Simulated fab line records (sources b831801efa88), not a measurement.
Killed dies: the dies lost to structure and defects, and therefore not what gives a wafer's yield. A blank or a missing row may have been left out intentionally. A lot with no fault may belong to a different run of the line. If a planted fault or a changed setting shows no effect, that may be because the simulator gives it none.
fab line records | flow sky130 | part 1 of 2: steps 1 to 29 of 40
[record] lots = 5 wafers = 15 last-day = 49
route steps=708 shown RES_PROTECT@212 POLY_GATE@213 LDD_N@237
lots that met no fault: taken from a fault-free run of the same line
start-h: hours from the record's opening day to when the first of the lot's shown wafers began | wait-h: how many hours have passed since the lot's step before this one | " same as the row above | L1.1+2: a single row standing in for several wafers | - either no value or no given start | * or withheld: withheld | < > ~ a bound
route shown NAME@n: NAME is a module with steps in the file, n the number in the route of the first one | usual: mean and standard deviation over wafers with no fault | same: alike in all rows | chamber/n: place in a boat | sites: readings site by site | _std_site: standard deviation across them | _edge_site: outer sites' mean less inner sites' | radius-mm: how far each site lies from the wafer's centre | mask NAME#n: copy n | behind: tool/chamber where the wafer was last shaped | hold: cause of the lot's hold/its duration in hours/its outcome | device: transistor that didn't switch, given as n, p or np | end of line: tests run on the same wafers once the route is complete | for a step that has no rows: nothing shown but its recipe | killed: at the first sort, the dies lost to defects and structure; wafer yield is something else | map: a wafer's dies, marking killed ones x, the rest . and places with no die _
set.NAME: the setting as run; set.NAME@STEP: as run at that earlier step | model.NAME: the simulator's own value behind a step, which no gauge read
lots seen at some steps along the route; tables by step, rows by wafer
services: a tool's chamber out of use, with start hour (start-h, from the record's first day; less than 0 if before it), hours out, and reason
[[steps]]
[step SKY_RES_PROTECT_DEVELOP_06]
[recipe] resist = NOVOLAK developer = TMAH develop-time-s = 60 dev-temp-c = 23
// columns lot.wafer tool chamber start-h wait-h
L076.1+5+6 litho-track-01 0 363.83 0.1
L079.1+2+3 litho-track-01 0 379.28 0.1
L083.1+2+4 litho-track-01 0 412.33 0.1
L085.1+3+6 litho-track-01 0 445.33 0.1
L092.3+5+6 litho-track-02 0 491.31 0.1
[step SKY_POLY_GATE_IMPLANT_02]
[recipe] species = P energy-kev = 30 dose-cm2 = 7.7e+15 tilt-deg = 0
[usual] faraday-current-uA = 11296/1400
// columns lot.wafer tool chamber start-h wait-h faraday-current-uA
L076.1 implanter-01 0 363.98 0.1 13869
L076.5 " 0 " " 13401
L076.6 " 0 " " 13255
L079.1 implanter-02 0 379.43 0.1 10158
L079.2 " 0 " " 9780
L079.3 " 0 " " 10062
L083.1 implanter-01 0 412.48 0.1 13658
L083.2 " 0 " " 13028
L083.4 " 0 " " 13446
L085.1 implanter-01 0 445.48 0.1 13375
L085.3 " 0 " " 13676
L085.6 " 0 " " 13277
L092.3 implanter-04 0 491.46 0.1 11463
L092.5 " 0 " " 11335
L092.6 " 0 " " 11232
[step SKY_RES_PROTECT_STRIP_07]
[recipe] chemistry = O2/N2 power-w = 1400 pressure-mtorr = 1500 platen-temp-c = withheld o2-flow-sccm = 3000 n2-flow-sccm = 300 overash-fraction = 0.5
[usual] drypump-motor-current-A = 5.8/0.46 o2-flow-sccm = 3001/8.7 oes-product-au = 0.518/0.0043 strip-time-to-endpoint-s = 23.28/0.035
// columns lot.wafer tool chamber start-h wait-h drypump-motor-current-A o2-flow-sccm oes-product-au rf-hours-counter-h strip-time-to-endpoint-s
L076.1 plasma-asher-02 0 364.13 0.1 6.2 2998 0.517 64 23.29
L076.5 " 1 " " 5.4 3007 0.517 - 23.29
L076.6 " 0 " " 6.3 2998 0.521 - 23.28
L079.1 plasma-asher-04 1 379.58 0.1 5.8 3006 0.520 60 23.29
L079.2 " 0 " " 5.4 3007 0.517 60 23.32
L079.3 " 1 " " 5.8 3001 0.520 - 23.32
L083.1 plasma-asher-02 1 412.63 0.1 5.4 3001 0.520 69 23.29
L083.2 " 0 " " 6.2 2990 0.521 69 23.30
L083.4 " 1 " " 5.4 2992 0.516 - 23.27
L085.1 plasma-asher-04 1 445.63 0.1 5.8 3002 0.520 64 23.31
L085.3 " 0 " " 5.3 3004 0.521 - 23.29
L085.6 " 0 " " 5.3 2998 0.511 - 23.32
L092.3 plasma-asher-02 0 491.59 0.1 6.2 3003 0.521 - 23.29
L092.5 " 1 " " 5.4 3009 0.517 - 23.25
L092.6 " 0 " " 6.2 3002 0.521 - 23.25
[step SKY_RES_PROTECT_TW_MEAS_08]
[usual] POLY_GATE_TW = 4079/40
// columns lot.wafer tool chamber start-h wait-h POLY_GATE_TW
L076.1 film-metro-01 - 364.23 0.1 4015
L076.5 " - " " 4040
L076.6 " - " " 4027
L079.1 film-metro-04 - 379.68 0.1 4110
L079.2 " - " " 4084
L079.3 " - " " 4096
L083.1 film-metro-01 - 412.73 0.1 4035
L083.2 " - " " 4060
L083.4 " - " " 4046
L085.1 film-metro-03 - 445.73 0.1 4044
L085.3 " - " " 3990
L085.6 " - " " 4025
L092.3 film-metro-01 - 491.68 0.1 4069
L092.5 " - " " 4082
L092.6 " - " " 4083
[step SKY_RES_PROTECT_CLEAN_09]
[recipe] chemistry = SC1/SC2 mix = 1:4:20 temp-c = 70 time-s = 150 dry = n2-spin
// columns lot.wafer tool chamber start-h wait-h
L076.1+5+6 wet-bench-01 1 364.29 0.1
L079.1+2+3 wet-bench-01 3 379.74 0.1
L083.1+2+4 wet-bench-04 0 412.79 0.1
L085.1+3+6 wet-bench-01 1 445.79 0.1
L092.3+5+6 wet-bench-02 0 491.72 0.0
[step SKY_POLY_GATE_CVD_03]
[recipe] material = Si3N4 precursor = DCS/NH3 target-thk-nm = 75 temp-c = 770 time-s = 1290 pressure-mtorr = 250
[usual] zone-power-lower-pct = 12.0/0.33
// columns lot.wafer tool chamber start-h wait-h zone-power-lower-pct
L076.1 lpcvd-02 1 364.34 0.0 12.1
L076.5 " 1 " " 12.1
L076.6 " 1 " " 12.2
L079.1 lpcvd-02 1 381.46 1.7 12.4
L079.2 " 1 " " 12.0
L079.3 " 1 " " 12.3
L083.1 lpcvd-02 1 417.10 4.3 12.4
L083.2 " 1 " " 12.2
L083.4 " 1 " " 12.3
L085.1 lpcvd-02 1 447.18 1.3 12.1
L085.3 " 1 " " 12.1
L085.6 " 1 " " 12.3
L092.3 lpcvd-02 1 491.77 0.0 12.0
L092.5 " 1 " " 12.2
L092.6 " 1 " " 12.3
[step SKY_POLY_GATE_THK_MEAS_04]
[recipe] reads = Si3N4_of_POLY_GATE_CVD_03
[usual] POLY_GATE_CVD_03_THK = 75.1/0.69
// columns lot.wafer tool chamber start-h wait-h POLY_GATE_CVD_03_THK[nm]
L076.1 film-metro-01 - 365.70 0.0 75.7
L076.5 " - " " 75.7
L076.6 " - " " 75.4
L079.1 film-metro-04 - 382.82 0.0 73.9
L079.2 " - " " 73.6
L079.3 " - " " 73.7
L083.1 film-metro-01 - 418.46 0.0 75.1
L083.2 " - " " 74.8
L083.4 " - " " 74.6
L085.1 film-metro-01 - 448.54 0.0 75.8
L085.3 " - " " 75.1
L085.6 " - " " 75.9
L092.3 film-metro-04 - 493.15 0.0 75.7
L092.5 " - " " 75.9
L092.6 " - " " 75.3
[step SKY_POLY_GATE_DEHYDRATE_05]
[recipe] temp-c = 200 time-s = 60
// columns lot.wafer tool chamber start-h wait-h
L076.1+5+6 litho-track-03 0 378.24 12.5
L079.1+2+3 litho-track-04 0 395.72 12.9
L083.1+2+4 litho-track-03 0 431.89 13.4
L085.1+3+6 litho-track-03 0 462.79 14.2
L092.3+5+6 litho-track-04 0 507.87 14.7
[step SKY_POLY_GATE_HMDS_06]
[recipe] prime-time-s = 60 prime-temp-c = 120
// columns lot.wafer tool chamber start-h wait-h
L076.1+5+6 litho-track-03 0 378.39 0.1
L079.1+2+3 litho-track-04 0 395.87 0.1
L083.1+2+4 litho-track-03 0 432.04 0.1
L085.1+3+6 litho-track-03 0 462.94 0.1
L092.3+5+6 litho-track-04 0 508.02 0.1
[step SKY_POLY_GATE_COAT_07]
[recipe] resist = BARC temp-c = withheld time-s = withheld spin-rpm = 3000 resist-thk-nm = 110
// columns lot.wafer tool chamber start-h wait-h
L076.1+5+6 litho-track-03 0 378.54 0.1
L079.1+2+3 litho-track-04 0 396.02 0.1
L083.1+2+4 litho-track-03 0 432.19 0.1
L085.1+3+6 litho-track-03 0 463.09 0.1
L092.3+5+6 litho-track-04 0 508.17 0.1
[step SKY_POLY_GATE_COAT_08]
[recipe] resist = KrF-thick spin-rpm = 3000 resist-thk-nm = 450
// columns lot.wafer tool chamber start-h wait-h
L076.1+5+6 litho-track-03 0 - -
L079.1+2+3 litho-track-04 0 - -
L083.1+2+4 litho-track-03 0 - -
L085.1+3+6 litho-track-03 0 - -
L092.3+5+6 litho-track-04 0 - -
[step SKY_POLY_GATE_SOFTBAKE_09]
[recipe] temp-c = 100 time-s = 90 resist = KrF-thick
// columns lot.wafer tool chamber start-h wait-h
L076.1+5+6 litho-track-03 0 - -
L079.1+2+3 litho-track-04 0 - -
L083.1+2+4 litho-track-03 0 - -
L085.1+3+6 litho-track-03 0 - -
L092.3+5+6 litho-track-04 0 - -
[step SKY_POLY_GATE_EXPOSE_10]
[recipe] mask-id = P1M na = 0.68 source-shape = conventional sigma-outer = 0.6 target-cd-nm = 150 dose-mj = 28
[usual] stage-vel-mm-s = 500.03/0.25
[same] na = 0.68
// columns lot.wafer tool chamber start-h wait-h mask stage-vel-mm-s
L076.1 krf-scanner-02 0 - - P1M#0 500.24
L076.5 " 0 " " P1M#0 500.05
L076.6 " 0 " " P1M#0 500.18
L079.1 krf-scanner-01 0 - - P1M#0 499.59
L079.2 " 0 " " P1M#0 500.35
L079.3 " 0 " " P1M#0 500.25
L083.1 krf-scanner-02 0 - - P1M#0 500.23
L083.2 " 0 " " P1M#0 499.92
L083.4 " 0 " " P1M#0 500.07
L085.1 krf-scanner-02 0 - - P1M#0 500.00
L085.3 " 0 " " P1M#0 500.03
L085.6 " 0 " " P1M#0 500.59
L092.3 krf-scanner-01 0 - - P1M#0 500.20
L092.5 " 0 " " P1M#0 500.02
L092.6 " 0 " " P1M#0 499.89
[step SKY_POLY_GATE_PEB_11]
[recipe] peb-temp-c = withheld peb-time-s = withheld resist = KrF-thick
// columns lot.wafer tool chamber start-h wait-h
L076.1+5+6 litho-track-03 0 - -
L079.1+2+3 litho-track-03 0 - -
L083.1+2+4 litho-track-03 0 - -
L085.1+3+6 litho-track-02 0 - -
L092.3+5+6 litho-track-04 0 - -
[step SKY_POLY_GATE_DEVELOP_12]
[recipe] develop-time-s = 60 resist = KrF-thick dev-temp-c = 21
// columns lot.wafer tool chamber start-h wait-h
L076.1+5+6 litho-track-03 0 - -
L079.1+2+3 litho-track-03 0 - -
L083.1+2+4 litho-track-03 0 - -
L085.1+3+6 litho-track-02 0 - -
L092.3+5+6 litho-track-04 0 - -
[step SKY_POLY_GATE_CD_MEAS_13]
[recipe] target-cd-nm = 150
[usual] cd-nm = 150.5/1.1
// columns lot.wafer tool chamber start-h wait-h cd-nm
L076.1 cd-sem-02 - 393.00 - 149.0
L076.5 " - " " 150.1
L076.6 " - " " 148.7
L079.1 cd-sem-01 - 410.35 - 150.9
L079.2 " - " " 150.6
L079.3 " - " " 150.8
L083.1 cd-sem-02 - 448.09 - 151.6
L083.2 " - " " 151.2
L083.4 " - " " 151.2
L085.1 cd-sem-02 - 478.61 - 149.6
L085.3 " - " " 150.2
L085.6 " - " " 151.1
L092.3 cd-sem-01 - 525.46 - 152.3
L092.5 " - " " 151.6
L092.6 " - " " 150.5
[step SKY_POLY_GATE_OVL_MEAS_14]
[usual] POLY_GATE_OVL = -2/5.2
// columns lot.wafer tool chamber start-h wait-h POLY_GATE_OVL[nm]
L076.1 overlay-01 - 393.12 0.1 1
L076.5 " - " " -3
L076.6 " - " " -3
L079.1 overlay-01 - 410.47 0.1 -4
L079.2 " - " " -6
L079.3 " - " " -7
L083.1 overlay-01 - 448.21 0.1 -1
L083.2 " - " " -3
L083.4 " - " " -8
L085.1 overlay-02 - 478.73 0.1 2
L085.3 " - " " -3
L085.6 " - " " -1
L092.3 overlay-01 - 525.55 0.1 8
L092.5 " - " " 8
L092.6 " - " " 6
[step SKY_POLY_GATE_ETCH_15]
[recipe] chemistry = N2/H2 target = BARC ion-energy-ev = 200 source-w = 500 bias-w = 100 pressure-mtorr = 30 n2-flow-sccm = 100 h2-flow-sccm = 200 stop-on = SiO2 time-s = 118.5 target-depth-a = 1100
[usual] drypump-motor-current-A = 5.7/0.41 h2-flow-sccm = 200.0/0.59 oes-product-au = 0.715/0.0046 throttle-valve-pct = 13.212/0.0093
// columns lot.wafer tool chamber start-h wait-h drypump-motor-current-A h2-flow-sccm oes-product-au rf-hours-counter-h throttle-valve-pct
L076.1 rie-diel-04 3 393.15 0.0 6.3 199.0 0.711 23 13.207
L076.5 " 1 " " 5.4 200.0 0.710 - 13.210
L076.6 " 0 " " 4.9 200.1 0.716 - 13.204
L079.1 rie-diel-02 0 410.50 0.0 5.5 200.6 0.711 61 13.220
L079.2 " 2 " " 5.2 201.0 0.712 52 13.216
L079.3 " 1 " " 6.2 199.6 0.724 47 13.225
L083.1 rie-diel-04 1 448.24 0.0 5.5 199.3 0.716 47 13.219
L083.2 " 3 " " 6.3 200.1 0.719 24 13.205
L083.4 " 2 " " 5.5 200.0 0.710 81 13.211
L085.1 rie-diel-04 2 478.77 0.0 5.5 199.7 0.716 82 13.211
L085.3 " 0 " " 4.9 199.6 0.713 1 13.224
L085.6 " 3 " " 6.3 200.3 0.721 - 13.204
L092.3 rie-diel-03 3 525.58 0.0 5.5 200.7 0.715 33 13.208
L092.5 " 2 " " 5.4 200.3 0.712 - 13.190
L092.6 " 3 " " 5.5 200.6 0.716 - 13.212
[step SKY_POLY_GATE_ETCH_16]
[recipe] stop-on = poly-Si chemistry = CH3F/O2 target = Si3N4 source-w = 400 bias-w = 80 pressure-mtorr = 25 ch3f-flow-sccm = 40 O2_flow_sccm = 30 time-s = 147.5 target-depth-a = 750
[usual] drypump-motor-current-A = 5.6/0.41 oes-product-au = 0.640/0.0051 throttle-valve-pct = 10.536/0.0095
// columns lot.wafer tool chamber start-h wait-h drypump-motor-current-A oes-product-au rf-hours-counter-h throttle-valve-pct
L076.1 rie-diel-04 3 393.23 0.0 6.3 0.645 23 10.543
L076.5 " 1 " " 5.4 0.652 - 10.521
L076.6 " 0 " " 4.9 0.638 - 10.537
L079.1 rie-diel-02 0 410.58 0.0 5.5 0.634 61 10.534
L079.2 " 2 " " 5.2 0.633 52 10.539
L079.3 " 1 " " 6.2 0.629 47 10.543
L083.1 rie-diel-04 1 448.32 0.0 5.4 0.656 47 10.539
L083.2 " 3 " " 6.3 0.638 24 10.527
L083.4 " 2 " " 5.5 0.642 81 10.531
L085.1 rie-diel-04 2 478.85 0.0 5.5 0.639 82 10.552
L085.3 " 0 " " 4.9 0.644 1 10.524
L085.6 " 3 " " 6.3 0.645 - 10.525
L092.3 rie-diel-03 3 525.66 0.0 5.6 0.644 33 10.541
L092.5 " 2 " " 5.4 0.646 - 10.547
L092.6 " 3 " " 5.5 0.645 - 10.540
[step SKY_POLY_GATE_ETCH_17]
[recipe] target-depth-nm = 180 stop-on = SiO2 over-etch-frac = 0.56667 chemistry = HBr/Cl2 target = poly-Si icp-w = 400 bias-w = 100 pressure-mtorr = 10 HBr_flow_sccm = 150 Cl2_flow_sccm = 50 time-s = 70.5
[usual] drypump-motor-current-A = 5.6/0.38 oes-product-au = 0.987/0.0068 throttle-valve-pct = 33.684/0.0094
// columns lot.wafer tool chamber start-h wait-h drypump-motor-current-A oes-product-au rf-hours-counter-h throttle-valve-pct
L076.1 rie-si-02 3 393.33 0.0 5.9 0.991 77 33.694
L076.5 " 2 " " 5.6 0.985 - 33.681
L076.6 " 1 " " 5.0 0.983 - 33.671
L079.1 rie-si-01 1 410.68 0.0 5.6 0.990 5 33.675
L079.2 " 0 " " 5.4 0.994 57 33.676
L079.3 " 3 " " 5.8 0.991 52 33.687
L083.1 rie-si-01 3 448.42 0.0 5.7 0.993 52 33.685
L083.2 " 1 " " 5.6 0.991 5 33.690
L083.4 " 2 " " 5.7 0.998 6 33.683
L085.1 rie-si-01 0 478.95 0.0 5.4 0.987 58 33.671
L085.3 " 3 " " 5.7 0.983 53 33.678
L085.6 " 2 " " 5.7 0.981 - 33.681
L092.3 rie-si-01 1 525.76 0.0 5.5 0.983 5 33.701
L092.5 " 0 " " 5.4 0.986 - 33.666
L092.6 " 2 " " 5.8 0.987 - 33.680
[step SKY_POLY_GATE_STRIP_18]
[recipe] chemistry = O2/N2 power-w = 1400 pressure-mtorr = 1500 platen-temp-c = withheld o2-flow-sccm = 3000 n2-flow-sccm = 300 overash-fraction = 0.5
[usual] drypump-motor-current-A = 5.8/0.44 o2-flow-sccm = 3001/9.7 oes-product-au = 0.361/0.0047 strip-time-to-endpoint-s = 3.171/0.027
// columns lot.wafer tool chamber start-h wait-h drypump-motor-current-A o2-flow-sccm oes-product-au rf-hours-counter-h strip-time-to-endpoint-s
L076.1 plasma-asher-04 0 393.39 0.0 5.3 3005 0.358 60 3.147
L076.5 " 1 " " 5.8 3014 0.369 - 3.218
L076.6 " 0 " " 5.3 3011 0.360 - 3.187
L079.1 plasma-asher-03 1 410.74 0.0 6.6 2993 0.361 27 3.160
L079.2 " 0 " " 5.4 2990 0.363 27 3.196
L079.3 " 1 " " 6.6 2999 0.352 - 3.134
L083.1 plasma-asher-03 0 448.48 0.0 5.4 3003 0.357 30 3.177
L083.2 " 1 " " 6.6 3003 0.350 30 3.176
L083.4 " 0 " " 5.5 2994 0.359 - 3.144
L085.1 plasma-asher-01 0 479.00 0.0 5.5 3003 0.367 80 3.199
L085.3 " 1 " " 6.1 2999 0.368 - 3.204
L085.6 " 0 " " 5.5 2982 0.367 - 3.204
L092.3 plasma-asher-01 1 525.85 0.1 6.0 3013 0.368 - 3.197
L092.5 " 1 " " 6.0 3004 0.366 - 3.188
L092.6 " 0 " " 5.6 2986 0.362 - 3.182
[step SKY_POLY_GATE_CLEAN_19]
[recipe] chemistry = SC1/SC2 mix = 1:4:20 temp-c = 70 time-s = 150 dry = n2-spin
// columns lot.wafer tool chamber start-h wait-h
L076.1+5+6 wet-bench-03 2 393.49 0.1
L079.1+2+3 wet-bench-03 0 410.84 0.1
L083.1+2+4 wet-bench-03 0 448.58 0.1
L085.1+3+6 wet-bench-04 2 479.10 0.1
L092.3+5+6 wet-bench-03 0 525.91 0.0
[step SKY_POLY_GATE_OXIDATION_20]
[recipe] temp-c = 850 ambient = O2 stabilise-s = 600 purge-s = 300 target-thk-a = 40 ox-time-s = 899
[usual] tube_center_temp_C_max = 852.2/0.38 zone-power-lower-pct = 16.5/0.83
[same] ox-time-s = 899
// columns lot.wafer tool chamber start-h wait-h tube_center_temp_C_max zone-power-lower-pct
L076.1 furnace-01 0 400.52 7.0 852.3 15.7
L076.5 " 0 " " 851.8 15.9
L076.6 " 0 " " 852.0 15.8
L079.1 furnace-01 0 418.45 7.5 851.8 16.0
L079.2 " 0 " " 851.8 16.0
L079.3 " 0 " " 852.0 15.8
L083.1 furnace-02 0 449.47 0.8 851.8 17.3
L083.2 " 0 " " 852.3 17.2
L083.4 " 0 " " 852.0 17.2
L085.1 furnace-02 0 479.28 0.1 852.4 17.7
L085.3 " 0 " " 852.6 17.4
L085.6 " 0 " " 853.3 17.2
L092.3 furnace-02 0 525.96 0.0 852.2 17.7
L092.5 " 0 " " 851.9 17.3
L092.6 " 0 " " 851.9 17.5
[step SKY_POLY_GATE_THK_MEAS_21]
[recipe] reads = SiO2_of_POLY_GATE_OXIDATION_20
[usual] POLY_GATE_OXIDATION_THK = 4.05/0.088
// columns lot.wafer tool chamber start-h wait-h POLY_GATE_OXIDATION_THK[nm]
L076.1 film-metro-02 - 401.77 0.0 4.11
L076.5 " - " " 4.02
L076.6 " - " " 4.06
L079.1 film-metro-04 - 419.70 0.0 4.34
L079.2 " - " " 4.19
L079.3 " - " " 4.16
L083.1 film-metro-02 - 450.72 0.0 4.11
L083.2 " - " " 4.08
L083.4 " - " " 4.06
L085.1 film-metro-01 - 480.53 0.0 4.09
L085.3 " - " " 4.09
L085.6 " - " " 4.08
L092.3 film-metro-01 - 527.24 0.0 4.03
L092.5 " - " " 4.13
L092.6 " - " " 4.00
[step SKY_POLY_GATE_CD_MEAS_22]
[usual] cd-nm = 150.6/1.9
// columns lot.wafer tool chamber start-h wait-h cd-nm
L076.1 cd-sem-02 - 401.83 0.1 146.5
L076.5 " - " " 149.7
L076.6 " - " " 148.4
L079.1 cd-sem-01 - 419.76 0.1 153.6
L079.2 " - " " 150.6
L079.3 " - " " 152.5
L083.1 cd-sem-01 - 450.95 0.2 151.9
L083.2 " - " " 150.0
L083.4 " - " " 150.3
L085.1 cd-sem-01 - 480.59 0.1 149.6
L085.3 " - " " 151.4
L085.6 " - " " 150.8
L092.3 cd-sem-01 - 527.34 0.1 149.0
L092.5 " - " " 150.9
L092.6 " - " " 149.1
[step SKY_LDD_N_DEHYDRATE_00]
[recipe] temp-c = 200 time-s = 60
// columns lot.wafer tool chamber start-h wait-h
L076.1+5+6 litho-track-01 0 414.93 13.1
L079.1+2+3 litho-track-01 0 432.43 12.6
L083.1+2+4 litho-track-01 0 464.23 13.2
L085.1+3+6 litho-track-01 0 494.53 13.9
L092.3+5+6 litho-track-01 0 542.48 15.1
[step SKY_LDD_N_HMDS_01]
[recipe] prime-time-s = 60 prime-temp-c = 120
// columns lot.wafer tool chamber start-h wait-h
L076.1+5+6 litho-track-01 0 415.08 0.1
L079.1+2+3 litho-track-01 0 432.58 0.1
L083.1+2+4 litho-track-01 0 464.38 0.1
L085.1+3+6 litho-track-01 0 494.68 0.1
L092.3+5+6 litho-track-01 0 542.63 0.1
[step SKY_LDD_N_COAT_02]
[recipe] resist = NOVOLAK spin-rpm = 3000 resist-thk-nm = 300
// columns lot.wafer tool chamber start-h wait-h
L076.1+5+6 litho-track-01 0 415.23 0.1
L079.1+2+3 litho-track-01 0 432.73 0.1
L083.1+2+4 litho-track-01 0 464.53 0.1
L085.1+3+6 litho-track-01 0 494.83 0.1
L092.3+5+6 litho-track-01 0 542.78 0.1
[step SKY_LDD_N_SOFTBAKE_03]
[recipe] temp-c = 90 time-s = 60 resist = NOVOLAK
// columns lot.wafer tool chamber start-h wait-h
L076.1+5+6 litho-track-01 0 415.38 0.1
L079.1+2+3 litho-track-01 0 432.88 0.1
L083.1+2+4 litho-track-01 0 464.68 0.1
L085.1+3+6 litho-track-01 0 494.98 0.1
L092.3+5+6 litho-track-01 0 542.93 0.1
